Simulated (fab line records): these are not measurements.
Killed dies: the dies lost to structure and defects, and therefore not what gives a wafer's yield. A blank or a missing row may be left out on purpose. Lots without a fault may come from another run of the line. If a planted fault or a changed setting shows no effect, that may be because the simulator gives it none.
Problem report in the 8D (eight disciplines) form, filled by code	flow sky130	the parts of the form that need people (team, actions taken, sign-off) are left out

1. PROBLEM STATEMENT
developer_temp_C at SKY_NWELL_DEVELOP_22 reads a mean of 25.25 C on 9 wafers of 3 lots; wafers without a fault read 23.03 C with a standard deviation of 0.1. That is +22 standard deviations from the usual mean.
The step: develop time 60 s.
First seen on wafer L339.2, day 8 01:00, on litho_track-02. At this step, 39 wafers from 13 lots have a number in the record. Rule for "out", or "out of limits": more than 4 standard deviations from the usual mean. All remaining wafers that have a number are taken as sound.

2. WHAT IT IS; WHAT IT IS NOT
question	is	is not
which readings at this step	developer_temp_C	resist_line_temp_C
which lots	L339, L340, L341	L328, L329, L330, L331, L332, L333, L335, L343, L350, L351
which wafers of those lots	all that have a number	-
read on which tools	litho_track-02	litho_track-01, litho_track-03
when	from day 8 01:00	up to then (21 sound wafers); but 9 sound wafers of L343, L350, L351 came after

3. THE SUSPECTS, EACH WITH WHAT RULES IT OUT
Counting: any tool at a process step up to the reading is kept as a suspect provided that every lot that is out went through it and no sound lot did after the first of them.
- litho_track-02 at SKY_NWELL_DEVELOP_22 (develop time 60 s): ruled out as a lasting fault. Following L339 (day 8 01:00), the first lot on it that is out, the sound lots L350 were run on it.
Left after counting: nothing in the record.

4. THE CAUSE (what the simulator had put in)
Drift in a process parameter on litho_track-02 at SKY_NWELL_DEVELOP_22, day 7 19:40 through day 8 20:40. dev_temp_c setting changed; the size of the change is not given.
Counting ruled it out, wrongly.

5. SEQUENCE OF EFFECTS, ordered by route
One row per reading whose mean, taken over the struck wafers that have a number, lies over 3 standard deviations from the usual. Only readings whose record carries a usual standard deviation are examined. hours: median over the lots of the time between each lot's start at the first step of this table that gives one and its start at this step. sigmas: the change, counted in usual standard deviations.
hours	step	reading	usual	on struck wafers	change	sigmas
0	SKY_NWELL_DEVELOP_22	developer_temp_C	23.03 C	25.25	+2.22	+22
Its process steps:
- SKY_NWELL_DEVELOP_22: develop time 60 s.

6. HOW IT WOULD HAVE BEEN CAUGHT EARLIER
In this record the first reading out of limits was taken at day 8 01:00, 5 hours after the fault began at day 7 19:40.
